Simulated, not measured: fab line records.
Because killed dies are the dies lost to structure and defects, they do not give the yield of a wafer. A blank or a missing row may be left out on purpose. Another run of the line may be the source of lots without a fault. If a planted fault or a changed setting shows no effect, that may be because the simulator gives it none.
fab line records	flow sky130
record lots=10	wafers=30	lastDay=50
route steps=708 shown LDD_HVN@276 LDD_LDN@302 POLY_CUT@316 SD_N@351 PAD_OPEN@708
lots that met no fault: taken from a fault-free run of the same line
startH: hours from the record's first day to the start of the lot's first wafer shown	waitH: how many hours have passed since the lot's step before this one	" the same as in the row above	L1.1+2: a single row standing in for several wafers	- either no value or no given start	* or withheld: withheld	< > ~ a bound
route shown NAME@n: NAME is a module with steps in the file, n the number in the route of the first one	usual: the fault-free wafers' mean and standard deviation	same: alike in all rows	chamber/n: place in a boat	sites: per-site readings	_std_site: standard deviation across them	_edge_site: outer sites' mean less inner sites'	radiusMm: how far each site lies from the wafer's centre	mask NAME#n: copy n	behind: the tool/chamber that last shaped the wafer	hold: the reason the lot was held/the length of the hold in hours/how it ended	device: the n, p or np transistor that did not switch	end of line: the tests these same wafers got at the end of their route	for a step that has no rows: nothing shown but its recipe	killed: the dies lost at the first sort to structure and to defects; this is not the yield of the wafer	map: the dies of a wafer, with x for killed, . for not killed, _ for no die there
set.NAME: setting as actually run; set.NAME@STEP: the setting as run at that earlier step	model.NAME: the simulator's own value behind a step, which no gauge read
one table for each step of the route and one row for each wafer, over a sample of lots
services: a tool's chamber out of use, with start hour (startH, from the record's first day; less than 0 if before it), hours out, and reason
## steps
# step SKY_LDD_HVN_STRIP_09
# recipe chemistry=O2/N2	powerW=1400	pressureMtorr=1500	platenTempC=withheld	o2FlowSccm=3000	n2FlowSccm=300	overashFraction=0.5
# usual drypumpMotorCurrentA=5.5/0.46	n2FlowSccm=300.1/0.93	oesProductAu=0.408/0.0046	stripTimeToEndpointS=4.136/0.015
# same overashFraction=0.5
lot.wafer	tool	chamber	startH	waitH	drypumpMotorCurrentA	n2FlowSccm	oesProductAu	rfHoursCounterH	stripTimeToEndpointS
L629.1	plasmaAsher-01	0	465.64	0.1	5.2	299.3	0.406	3	4.130
L629.4	"	1	"	"	6.0	301.0	0.404	-	4.135
L629.5	"	1	"	"	6.0	299.8	0.412	-	4.124
L633.1	plasmaAsher-04	0	513.80	0.1	5.6	300.9	0.417	79	4.117
L633.4	"	1	"	"	4.9	300.4	0.407	-	4.147
L633.5	"	0	"	"	5.6	300.2	0.411	-	4.164
L635.1	plasmaAsher-04	1	532.19	0.1	5.0	299.4	0.405	81	4.141
L635.2	"	0	"	"	5.6	299.4	0.405	81	4.152
L635.4	"	1	"	"	5.0	301.4	0.406	-	4.145
L638.1	plasmaAsher-02	0	556.25	0.1	6.0	300.3	0.413	74	4.137
L638.2	"	1	"	"	4.8	300.6	0.411	74	4.142
L638.6	"	0	"	"	6.0	299.6	0.401	-	4.126
L639.2	plasmaAsher-01	0	567.09	0.1	5.2	299.6	0.412	13	4.151
L639.4	"	1	"	"	6.1	299.0	0.415	-	4.140
L639.5	"	1	"	"	6.0	299.6	0.403	-	4.161
L644.2	plasmaAsher-01	0	599.34	0.1	5.2	301.4	0.408	17	4.128
L644.4	"	0	"	"	5.2	299.6	0.409	-	4.153
L644.6	"	1	"	"	6.0	300.4	0.409	-	4.155
L645.1	plasmaAsher-02	0	613.14	0.1	6.0	300.5	0.414	80	4.155
L645.5	"	0	"	"	6.0	300.3	0.409	-	4.146
L645.6	"	1	"	"	4.7	298.9	0.412	-	4.156
L646.3	plasmaAsher-04	0	620.32	0.1	5.6	301.7	0.405	-	4.171
L646.5	"	1	"	"	5.0	300.4	0.408	-	4.150
L646.6	"	0	"	"	5.6	300.9	0.410	-	4.142
L649.1	plasmaAsher-01	0	655.44	0.1	5.2	300.3	0.413	24	4.141
L649.4	"	1	"	"	6.0	299.9	0.405	-	4.137
L649.5	"	1	"	"	6.1	300.1	0.418	-	4.130
L651.1	plasmaAsher-04	0	665.64	0.1	5.6	299.7	0.400	93	4.104
L651.3	"	0	"	"	5.6	300.6	0.406	-	4.104
L651.5	"	0	"	"	5.6	300.9	0.405	-	4.121
# step SKY_LDD_LDN_TW_MEAS_13
# usual LDD_LDN_TW=1472/15
lot.wafer	tool	chamber	startH	waitH	LDD_LDN_TW
L629.1	filmMetro-02	-	528.15	0.1	1490
L629.4	"	-	"	"	1486
L629.5	"	-	"	"	1487
L633.1	filmMetro-01	-	574.04	0.1	1482
L633.4	"	-	"	"	1482
L633.5	"	-	"	"	1476
L635.1	filmMetro-02	-	592.00	0.1	1495
L635.2	"	-	"	"	1496
L635.4	"	-	"	"	1487
L638.1	filmMetro-04	-	615.90	0.1	1463
L638.2	"	-	"	"	1453
L638.6	"	-	"	"	1455
L639.2	filmMetro-01	-	625.91	0.1	1481
L639.4	"	-	"	"	1481
L639.5	"	-	"	"	1479
L644.2	filmMetro-01	-	658.16	0.1	1468
L644.4	"	-	"	"	1479
L644.6	"	-	"	"	1475
L645.1	filmMetro-02	-	672.22	0.1	1487
L645.5	"	-	"	"	1498
L645.6	"	-	"	"	1490
L646.3	filmMetro-01	-	678.59	0.1	1475
L646.5	"	-	"	"	1471
L646.6	"	-	"	"	1470
L649.1	filmMetro-04	-	712.75	0.1	1445
L649.4	"	-	"	"	1445
L649.5	"	-	"	"	1456
L651.1	filmMetro-04	-	722.04	0.1	1462
L651.3	"	-	"	"	1461
L651.5	"	-	"	"	1469
# step SKY_POLY_CUT_OVL_MEAS_09
# usual POLY_CUT_OVL=1/6.5
lot.wafer	tool	chamber	startH	waitH	POLY_CUT_OVL[nm]
L629.1	overlay-01	-	559.52	0.1	11
L629.4	"	-	"	"	2
L629.5	"	-	"	"	-4
L633.1	overlay-01	-	604.68	0.1	-6
L633.4	"	-	"	"	-7
L633.5	"	-	"	"	-3
L635.1	overlay-02	-	622.88	0.1	0
L635.2	"	-	"	"	3
L635.4	"	-	"	"	-8
L638.1	overlay-02	-	647.47	0.1	-5
L638.2	"	-	"	"	-13
L638.6	"	-	"	"	-4
L639.2	overlay-01	-	657.18	0.1	-2
L639.4	"	-	"	"	0
L639.5	"	-	"	"	9
L644.2	overlay-01	-	688.31	0.1	3
L644.4	"	-	"	"	5
L644.6	"	-	"	"	1
L645.1	overlay-01	-	702.22	0.1	-8
L645.5	"	-	"	"	-8
L645.6	"	-	"	"	-4
L646.3	overlay-02	-	708.74	0.1	9
L646.5	"	-	"	"	17
L646.6	"	-	"	"	6
L649.1	overlay-01	-	741.22	0.1	-7
L649.4	"	-	"	"	1
L649.5	"	-	"	"	5
L651.1	overlay-01	-	750.83	0.1	5
L651.3	"	-	"	"	18
L651.5	"	-	"	"	15
# step SKY_SD_N_IMPLANT_09
# recipe species=As	energyKev=50	doseCm2=4e+15	tiltDeg=0
# usual beamEnergyKeV=50.001/0.017	faradayCurrentUA=12844/1100
lot.wafer	tool	chamber	startH	waitH	beamEnergyKeV	faradayCurrentUA
L629.1	implanter-01	0	648.14	0.0	49.990	11670
L629.4	"	0	"	"	49.981	11839
L629.5	"	0	"	"	49.983	12416
L633.1	implanter-01	0	691.11	0.0	49.989	12313
L633.4	"	0	"	"	49.986	11912
L633.5	"	0	"	"	49.984	12080
L635.1	implanter-02	0	708.77	0.0	49.977	15145
L635.2	"	0	"	"	49.994	14406
L635.4	"	0	"	"	50.009	15220
L638.1	implanter-02	0	732.37	0.0	50.028	15209
L638.2	"	0	"	"	50.017	14891
L638.6	"	0	"	"	50.006	15287
L639.2	implanter-01	0	740.93	0.0	50.006	12173
L639.4	"	0	"	"	49.989	12157
L639.5	"	0	"	"	49.989	11845
L644.2	implanter-01	0	772.04	0.0	38.094	11736
L644.4	"	0	"	"	38.096	12173
L644.6	"	0	"	"	38.094	11968
L645.1	implanter-03	0	783.84	0.0	49.998	12902
L645.5	"	0	"	"	49.996	12886
L645.6	"	0	"	"	50.015	12485
L646.3	implanter-01	0	789.42	0.1	38.059	12052
L646.5	"	0	"	"	38.061	11859
L646.6	"	0	"	"	38.078	12190
L649.1	implanter-03	0	821.57	0.0	49.971	12723
L649.4	"	0	"	"	49.982	12602
L649.5	"	0	"	"	49.998	12433
L651.1	implanter-03	0	829.26	0.0	49.994	12292
L651.3	"	0	"	"	49.997	12333
L651.5	"	0	"	"	49.984	12425
# step SKY_SD_N_STRIP_11
# recipe chemistry=O2/N2	powerW=1400	pressureMtorr=1500	platenTempC=withheld	o2FlowSccm=3000	n2FlowSccm=300	overashFraction=0.5
# usual drypumpMotorCurrentA=5.5/0.42	n2FlowSccm=300.0/0.8	oesProductAu=0.527/0.0043	stripTimeToEndpointS=22.57/0.041
# same overashFraction=0.5
lot.wafer	tool	chamber	startH	waitH	drypumpMotorCurrentA	n2FlowSccm	oesProductAu	rfHoursCounterH	stripTimeToEndpointS
L629.1	plasmaAsher-01	1	648.44	0.1	6.0	299.9	0.532	23	22.55
L629.4	"	0	"	"	5.2	299.0	0.527	-	22.54
L629.5	"	0	"	"	5.2	298.9	0.532	-	22.58
L633.1	plasmaAsher-01	1	691.41	0.1	6.1	299.5	0.517	27	22.56
L633.4	"	0	"	"	5.2	300.2	0.527	-	22.57
L633.5	"	1	"	"	6.1	299.8	0.523	-	22.60
L635.1	plasmaAsher-04	0	709.07	0.1	5.6	300.3	0.528	98	22.56
L635.2	"	1	"	"	5.0	299.8	0.525	98	22.55
L635.4	"	0	"	"	5.6	300.3	0.532	-	22.57
L638.1	plasmaAsher-04	0	732.67	0.1	5.6	298.5	0.521	100	22.60
L638.2	"	1	"	"	5.0	300.3	0.530	100	22.61
L638.6	"	0	"	"	5.6	300.2	0.529	-	22.59
L639.2	plasmaAsher-03	1	741.21	0.1	5.3	299.3	0.526	60	22.49
L639.4	"	0	"	"	6.1	300.1	0.530	-	22.51
L639.5	"	1	"	"	5.3	298.8	0.524	-	22.47
L644.2	plasmaAsher-03	0	772.32	0.1	6.1	300.6	0.553	63	20.79
L644.4	"	1	"	"	5.3	300.3	0.554	-	20.80
L644.6	"	0	"	"	6.1	300.7	0.548	-	20.79
L645.1	plasmaAsher-04	0	784.14	0.1	5.6	300.4	0.525	4	22.59
L645.5	"	1	"	"	5.0	300.6	0.525	-	22.59
L645.6	"	0	"	"	5.6	301.0	0.532	-	22.59
L646.3	plasmaAsher-03	0	789.70	0.1	6.1	300.9	0.558	-	20.74
L646.5	"	1	"	"	5.3	300.5	0.549	-	20.76
L646.6	"	0	"	"	6.1	300.4	0.556	-	20.75
L649.1	plasmaAsher-04	0	821.87	0.1	5.6	298.7	0.531	8	22.54
L649.4	"	1	"	"	5.0	299.3	0.527	-	22.53
L649.5	"	1	"	"	5.0	299.3	0.537	-	22.55
L651.1	plasmaAsher-04	0	829.56	0.1	5.6	298.8	0.533	9	22.56
L651.3	"	0	"	"	5.6	298.9	0.529	-	22.57
L651.5	"	1	"	"	5.0	299.8	0.529	-	22.59
# step SKY_SD_N_TW_MEAS_12
# usual SD_N_TW=3977/36
lot.wafer	tool	chamber	startH	waitH	hold	SD_N_TW
L629.1	filmMetro-04	-	648.54	0.1	-	3925
L629.4	"	-	"	"	-	3910
L629.5	"	-	"	"	-	3935
L633.1	filmMetro-02	-	691.51	0.1	-	4026
L633.4	"	-	"	"	-	4008
L633.5	"	-	"	"	-	4016
L635.1	filmMetro-02	-	709.17	0.1	-	4023
L635.2	"	-	"	"	-	4015
L635.4	"	-	"	"	-	4019
L638.1	filmMetro-03	-	732.77	0.1	-	3966
L638.2	"	-	"	"	-	3943
L638.6	"	-	"	"	-	3934
L639.2	filmMetro-02	-	741.32	0.1	-	4029
L639.4	"	-	"	"	-	4017
L639.5	"	-	"	"	-	4013
L644.2	filmMetro-03	-	772.43	0.1	awaitDispo/0.2h/release	3728
L644.4	"	-	"	"	awaitDispo/0.2h/release	3749
L644.6	"	-	"	"	awaitDispo/0.2h/release	3719
L644.2	filmMetro-03	-	772.66	0.2	-	3707
L644.4	"	-	"	"	-	3709
L644.6	"	-	"	"	-	3712
L645.1	filmMetro-03	-	784.24	0.1	-	3998
L645.5	"	-	"	"	-	4003
L645.6	"	-	"	"	-	3978
L646.3	filmMetro-03	-	789.79	0.1	awaitDispo/0.2h/release	3726
L646.5	"	-	"	"	awaitDispo/0.2h/release	3738
L646.6	"	-	"	"	awaitDispo/0.2h/release	3731
L646.3	filmMetro-03	-	790.08	0.3	-	3710
L646.5	"	-	"	"	-	3714
L646.6	"	-	"	"	-	3732
L649.1	filmMetro-03	-	821.97	0.1	-	3966
L649.4	"	-	"	"	-	3970
L649.5	"	-	"	"	-	3994
L651.1	filmMetro-03	-	829.66	0.1	-	3994
L651.3	"	-	"	"	-	3968
L651.5	"	-	"	"	-	3995
# step SKY_SD_N_RS_MEAS_16
# recipe thkMeasGauge=four-point-probe
# usual SD_N_RS=68.63/0.097
lot.wafer	tool	chamber	startH	waitH	hold	SD_N_RS[ohm/sq]
L629.1	filmMetro-03	-	648.82	0.1	-	68.67
L629.4	"	-	"	"	-	68.69
L629.5	"	-	"	"	-	68.61
L633.1	filmMetro-03	-	691.79	0.1	-	68.59
L633.4	"	-	"	"	-	68.69
L633.5	"	-	"	"	-	68.61
L635.1	filmMetro-03	-	709.45	0.1	-	68.66
L635.2	"	-	"	"	-	68.47
L635.4	"	-	"	"	-	68.70
L638.1	filmMetro-04	-	733.05	0.1	-	68.65
L638.2	"	-	"	"	-	68.60
L638.6	"	-	"	"	-	68.66
L639.2	filmMetro-03	-	741.61	0.1	-	68.55
L639.4	"	-	"	"	-	68.65
L639.5	"	-	"	"	-	68.66
L644.2	filmMetro-04	-	774.44	0.1	awaitDispo/0.2h/release	78.21
L644.4	"	-	"	"	awaitDispo/0.2h/release	78.21
L644.6	"	-	"	"	awaitDispo/0.2h/release	78.12
L644.2	filmMetro-04	-	774.72	0.3	-	78.17
L644.4	"	-	"	"	-	78.12
L644.6	"	-	"	"	-	78.20
L645.1	filmMetro-02	-	784.53	0.1	-	68.60
L645.5	"	-	"	"	-	68.57
L645.6	"	-	"	"	-	68.67
L646.3	filmMetro-03	-	797.09	0.2	awaitDispo/0.2h/release	78.25
L646.5	"	-	"	"	awaitDispo/0.2h/release	78.25
L646.6	"	-	"	"	awaitDispo/0.2h/release	78.06
L646.3	filmMetro-03	-	797.38	0.3	-	78.18
L646.5	"	-	"	"	-	78.03
L646.6	"	-	"	"	-	78.23
L649.1	filmMetro-03	-	822.25	0.1	-	68.67
L649.4	"	-	"	"	-	68.72
L649.5	"	-	"	"	-	68.74
L651.1	filmMetro-04	-	829.94	0.1	-	68.56
L651.3	"	-	"	"	-	68.67
L651.5	"	-	"	"	-	68.59
# step SKY_PAD_OPEN_PROBE_99
# usual defectLimitedYield=82.7/2	killed_at_M0_to_M3=42/7.7	killed_at_M4_up=3.1/1.9	killedAtContacts=24/4.9	killedAtFrontEnd=15/4.6	killedAtOther=0.3/0.51	killedDies=85/9.9	killedOnRim=17/4.1	killedOpen=47/7.1	killedShort=38/6.7	sort_bin_3_pad_short=0.9/0.46	sort_bin_5_function=10.1/1.5	sort_bin_6_memory=6.3/1.1	sortNPass=407/9.9	sortYieldPct=82.7/2
# same grossDies=492	killedAtBackSide=0	sort_bin_4_leakage[%]=0	sort_bin_8_speed[%]=0
lot.wafer	tool	chamber	startH	waitH	defectLimitedYield[%]	killed_at_M0_to_M3	killed_at_M4_up	killedAtContacts	killedAtFrontEnd	killedAtOther	killedDies	killedOnRim	killedOpen	killedShort	sort_bin_3_pad_short[%]	sort_bin_5_function[%]	sort_bin_6_memory[%]	sortNPass	sortYieldPct[%]
L629.1	prober-02	-	1076.83	0.1	86.2	24	2	26	16	0	68	11	40	28	0.6	8.1	5.1	424	86.2
L629.4	prober-02	-	1076.98	0.2	86.2	29	3	20	16	0	68	12	38	30	0.2	7.5	6.1	424	86.2
L629.5	prober-02	-	1077.03	0.2	83.5	40	3	23	15	0	81	11	45	36	1.8	8.9	5.7	411	83.5
L633.1	prober-02	-	1106.56	0.1	83.7	35	2	23	20	0	80	17	46	34	1.0	8.1	7.1	412	83.7
L633.4	prober-02	-	1106.71	0.2	81.5	47	5	18	21	0	91	16	50	41	1.6	10.0	6.9	401	81.5
L633.5	prober-02	-	1106.76	0.2	81.7	41	3	26	20	0	90	14	57	33	1.2	10.8	6.3	402	81.7
L635.1	prober-02	-	1121.83	0.1	84.8	40	2	17	15	1	75	7	43	32	0.2	8.9	6.1	417	84.8
L635.2	prober-02	-	1121.88	0.1	81.1	42	1	34	16	0	93	18	45	48	1.4	9.3	8.1	399	81.1
L635.4	prober-02	-	1121.98	0.2	82.3	50	1	16	20	0	87	12	52	35	1.0	10.4	6.3	405	82.3
L638.1	prober-01	-	1136.93	0.1	86.6	25	6	22	12	1	66	10	32	34	0.6	9.8	3.0	426	86.6
L638.2	prober-01	-	1136.98	0.1	83.1	37	1	33	12	0	83	13	44	39	1.0	8.5	7.3	409	83.1
L638.6	prober-01	-	1137.18	0.2	82.1	43	5	27	13	0	88	21	41	47	0.4	10.8	6.7	404	82.1
L639.2	prober-02	-	1142.16	0.1	79.9	53	8	26	12	0	99	22	49	50	0.8	12.8	6.5	393	79.9
L639.4	prober-02	-	1142.26	0.2	79.9	45	1	35	17	1	99	21	60	38	0.8	11.0	8.3	393	79.9
L639.5	prober-02	-	1142.31	0.2	81.7	50	1	24	15	0	90	14	50	40	0.6	12.8	4.9	402	81.7
L645.1	prober-02	-	1173.53	0.1	86.4	29	0	22	16	0	67	9	42	24	1.0	7.5	5.1	425	86.4
L645.5	prober-02	-	1173.73	0.2	82.1	44	3	26	14	1	88	16	55	31	0.6	11.8	5.5	404	82.1
L645.6	prober-02	-	1173.78	0.2	80.5	52	2	18	24	0	96	10	61	35	1.0	11.6	6.9	396	80.5
L649.1	prober-02	-	1195.18	0.1	77.2	60	4	30	17	1	112	25	55	56	1.2	15.0	6.5	380	77.2
L649.4	prober-02	-	1195.33	0.2	79.9	55	5	19	20	0	99	26	56	43	0	12.8	7.3	393	79.9
L649.5	prober-02	-	1195.38	0.2	81.3	44	0	34	13	1	92	20	55	36	1.6	11.0	6.1	400	81.3
L651.1	prober-02	-	1199.15	0.1	83.5	39	3	25	14	0	81	19	48	33	0.8	8.7	6.9	411	83.5
L651.3	prober-02	-	1199.25	0.2	80.1	57	2	20	18	1	98	16	55	43	1.8	9.6	8.5	394	80.1
L651.5	prober-02	-	1199.35	0.2	83.7	32	3	26	19	0	80	18	44	36	0.4	10.4	5.5	412	83.7
# killed by level:class
L629.1 CONTACT:geometricParticle:short=8 VIA1:geometricParticle:open=8 FIELD_ISO:geometricParticle:open=6 LI_CONTACT:geometricParticle:open=6 CONTACT:geometricParticle:open=6 LI_CONTACT:geometricParticle:short=5 FIELD_ISO:geometricParticle:short=4 METAL1:geometricParticle:short=4
L629.4 LI_CONTACT:geometricParticle:open=8 VIA1:geometricParticle:open=7 FIELD_ISO:geometricParticle:short=6 CONTACT:geometricParticle:open=6 FIELD_ISO:geometricParticle:open=5 VIA2:geometricParticle:open=4 METAL3:geometricParticle:short=4 POLY_GATE:geometricParticle:open=3
L629.5 VIA1:geometricParticle:open=9 LI_CONTACT:geometricParticle:open=9 METAL1:geometricParticle:short=8 CONTACT:geometricParticle:open=6 METAL2:geometricParticle:short=6 VIA3:geometricParticle:open=6 CONTACT:geometricParticle:short=5 FIELD_ISO:geometricParticle:short=4
L633.1 VIA1:geometricParticle:open=13 CONTACT:geometricParticle:open=11 POLY_GATE:geometricParticle:open=5 METAL1:geometricParticle:short=5 FIELD_ISO:geometricParticle:short=4 POLY_GATE:geometricParticle:short=4 LI_CONTACT:geometricParticle:open=4 VIA3:geometricParticle:open=4
L633.4 VIA1:geometricParticle:open=16 CONTACT:geometricParticle:open=8 FIELD_ISO:geometricParticle:open=6 VIA1:geometricParticle:short=6 POLY_GATE:geometricParticle:short=5 METAL2:geometricParticle:short=5 VIA2:geometricParticle:open=5 VIA3:geometricParticle:short=5
L633.5 CONTACT:geometricParticle:open=10 VIA1:geometricParticle:open=9 VIA3:geometricParticle:open=7 VIA2:geometricParticle:open=7 FIELD_ISO:geometricParticle:open=6 LI_CONTACT:geometricParticle:open=6 FIELD_ISO:geometricParticle:short=4 CONTACT:geometricParticle:short=4
L635.1 VIA1:geometricParticle:open=8 VIA2:geometricParticle:open=8 LI_CONTACT:geometricParticle:open=6 VIA3:geometricParticle:open=6 METAL2:geometricParticle:short=5 CONTACT:geometricParticle:open=4 VIA1:geometricParticle:short=4 POLY_GATE:geometricParticle:short=3
L635.2 LI_CONTACT:geometricParticle:open=10 METAL1:geometricParticle:short=9 LOCAL_INTERCONNECT:geometricParticle:short=8 VIA1:geometricParticle:open=8 CONTACT:geometricParticle:open=7 VIA1:geometricParticle:short=7 FIELD_ISO:geometricParticle:short=5 POLY_GATE:geometricParticle:open=5
L635.4 VIA1:geometricParticle:open=14 CONTACT:geometricParticle:open=8 VIA2:geometricParticle:open=7 POLY_GATE:geometricParticle:short=6 VIA3:geometricParticle:open=6 METAL2:geometricParticle:short=5 VIA1:geometricParticle:short=5 POLY_GATE:geometricParticle:open=4
L638.1 LI_CONTACT:geometricParticle:open=10 CONTACT:geometricParticle:open=7 VIA1:geometricParticle:short=5 VIA2:geometricParticle:open=5 METAL4:geometricParticle:short=5 CONTACT:geometricParticle:short=4 VIA1:geometricParticle:open=4 METAL3:geometricParticle:short=4
L638.2 CONTACT:geometricParticle:open=11 VIA1:geometricParticle:open=11 CONTACT:geometricParticle:short=8 LOCAL_INTERCONNECT:geometricParticle:short=6 METAL1:geometricParticle:short=6 VIA2:geometricParticle:open=6 LI_CONTACT:geometricParticle:short=5 FIELD_ISO:geometricParticle:open=3
L638.6 LI_CONTACT:geometricParticle:open=11 VIA1:geometricParticle:open=10 VIA1:geometricParticle:short=8 CONTACT:geometricParticle:short=6 METAL1:geometricParticle:short=6 LOCAL_INTERCONNECT:geometricParticle:short=5 METAL4:geometricParticle:short=5 POLY_GATE:geometricParticle:open=4
L639.2 LI_CONTACT:geometricParticle:open=8 METAL1:geometricParticle:short=8 CONTACT:geometricParticle:open=8 VIA1:geometricParticle:open=8 VIA3:geometricParticle:open=8 METAL2:geometricParticle:short=6 METAL4:geometricParticle:short=6 VIA2:geometricParticle:short=5
L639.4 CONTACT:geometricParticle:open=16 LI_CONTACT:geometricParticle:open=9 METAL1:geometricParticle:short=9 VIA1:geometricParticle:open=9 VIA2:geometricParticle:open=9 CONTACT:geometricParticle:short=7 VIA3:geometricParticle:open=6 METAL2:geometricParticle:short=5
L639.5 VIA1:geometricParticle:open=12 CONTACT:geometricParticle:open=8 VIA2:geometricParticle:open=7 CONTACT:geometricParticle:short=6 VIA1:geometricParticle:short=6 VIA3:geometricParticle:open=6 LI_CONTACT:geometricParticle:open=5 METAL1:geometricParticle:short=5
L645.1 VIA1:geometricParticle:open=11 LI_CONTACT:geometricParticle:open=9 CONTACT:geometricParticle:open=5 VIA3:geometricParticle:open=5 FIELD_ISO:geometricParticle:open=4 POLY_GATE:geometricParticle:short=4 VIA1:geometricParticle:short=4 POLY_GATE:geometricParticle:open=3
L645.5 VIA3:geometricParticle:open=13 CONTACT:geometricParticle:open=12 VIA1:geometricParticle:open=11 VIA2:geometricParticle:open=7 VIA1:geometricParticle:short=5 POLY_GATE:geometricParticle:open=4 LI_CONTACT:geometricParticle:open=4 CONTACT:geometricParticle:short=4
L645.6 VIA1:geometricParticle:open=17 VIA3:geometricParticle:open=8 FIELD_ISO:geometricParticle:open=7 POLY_GATE:geometricParticle:short=7 VIA2:geometricParticle:open=7 CONTACT:geometricParticle:open=6 POLY_GATE:geometricParticle:open=5 METAL2:geometricParticle:short=5
L649.1 VIA3:geometricParticle:open=11 METAL1:geometricParticle:short=10 LI_CONTACT:geometricParticle:open=9 VIA1:geometricParticle:short=8 VIA1:geometricParticle:open=7 VIA2:geometricParticle:open=7 FIELD_ISO:geometricParticle:open=6 CONTACT:geometricParticle:short=6
L649.4 VIA1:geometricParticle:open=10 VIA3:geometricParticle:open=10 VIA2:geometricParticle:open=8 FIELD_ISO:geometricParticle:open=7 METAL3:geometricParticle:short=7 LI_CONTACT:geometricParticle:open=7 CONTACT:geometricParticle:open=6 METAL1:geometricParticle:short=6
L649.5 LI_CONTACT:geometricParticle:open=16 VIA1:geometricParticle:open=14 VIA2:geometricParticle:open=9 METAL1:geometricParticle:short=8 CONTACT:geometricParticle:open=5 FIELD_ISO:geometricParticle:short=4 LI_CONTACT:geometricParticle:short=4 CONTACT:geometricParticle:short=4
L651.1 CONTACT:geometricParticle:open=11 VIA2:geometricParticle:open=8 LI_CONTACT:geometricParticle:open=6 VIA1:geometricParticle:open=6 VIA3:geometricParticle:open=6 METAL1:geometricParticle:short=5 POLY_GATE:geometricParticle:open=4 FIELD_ISO:geometricParticle:open=3
L651.3 VIA1:geometricParticle:open=17 FIELD_ISO:geometricParticle:short=7 VIA2:geometricParticle:open=7 CONTACT:geometricParticle:open=6 VIA1:geometricParticle:short=6 METAL2:geometricParticle:short=6 VIA3:geometricParticle:open=6 LI_CONTACT:geometricParticle:open=5
L651.5 VIA1:geometricParticle:open=11 CONTACT:geometricParticle:open=10 LOCAL_INTERCONNECT:geometricParticle:short=5 VIA2:geometricParticle:open=4 FIELD_ISO:geometricParticle:open=4 LI_CONTACT:geometricParticle:open=4 CONTACT:geometricParticle:short=4 METAL2:geometricParticle:short=4
## services
tool	chamber	startH	hours	kind
plasmaAsher-03	-	467.94	1.4	repair
implanter-01	-	475.20	7.2	repair
implanter-02	-	492.10	150.4	pm
plasmaAsher-01	-	492.53	3.1	repair
plasmaAsher-03	-	533.04	2.8	pm
implanter-01	-	554.83	2.3	repair
plasmaAsher-04	-	568.68	2.8	pm
plasmaAsher-03	-	602.21	28.1	pm
implanter-01	-	629.91	3.9	pm
plasmaAsher-04	-	642.87	14.6	pm
implanter-01	-	662.44	14.8	repair
implanter-02	-	664.00	3.5	repair
implanter-03	-	672.88	3.9	pm
implanter-01	-	684.37	3.9	repair
implanter-01	-	705.59	31.3	pm
implanter-03	-	732.11	2.2	repair
plasmaAsher-04	-	733.75	9.0	pm
plasmaAsher-04	0	733.75	9.0	ventCycle
plasmaAsher-04	1	733.75	9.0	ventCycle
plasmaAsher-04	0	742.75	-	clean
plasmaAsher-01	-	782.57	7.4	repair
implanter-03	-	786.10	5.3	repair
plasmaAsher-03	-	819.67	14.9	repair
implanter-03	-	826.82	0.8	repair
## key
firstSign step=SKY_SD_N_IMPLANT_09	reading=beamEnergyKeV	direction=down	sigmas=99+	usual=*	struck=*
effect step=SKY_SD_N_STRIP_11	reading=stripTimeToEndpointS	direction=down	sigmas=44	usual=*	struck=*
effect step=SKY_SD_N_TW_MEAS_12	reading=visit	direction=added
effect step=SKY_SD_N_TW_MEAS_12	reading=SD_N_TW	direction=down	sigmas=6.7	usual=3977	struck=3732
effect step=SKY_SD_N_RS_MEAS_16	reading=visit	direction=added
effect step=SKY_SD_N_RS_MEAS_16	reading=SD_N_RS	direction=up	sigmas=98	usual=68.63	struck=78.18
metAt SKY_SD_N_IMPLANT_09
struckLots L644,L646
scrappedBehind SKY_SD_N_RS_MEAS_16 L644.2,L644.4,L644.6,L646.3,L646.5,L646.6
notActingAt SKY_LDD_HVN_STRIP_09,SKY_LDD_LDN_TW_MEAS_13,SKY_POLY_CUT_OVL_MEAS_09
onsetBetween 740.93 772.04
fault kind=processParameterDrift	tool=implanter-01	chamber=-	onsetH=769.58	steps=SKY_SD_N_IMPLANT_09	channel=energyKev	offset=*	shape=step	endH=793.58	actsIn=*	stated=*
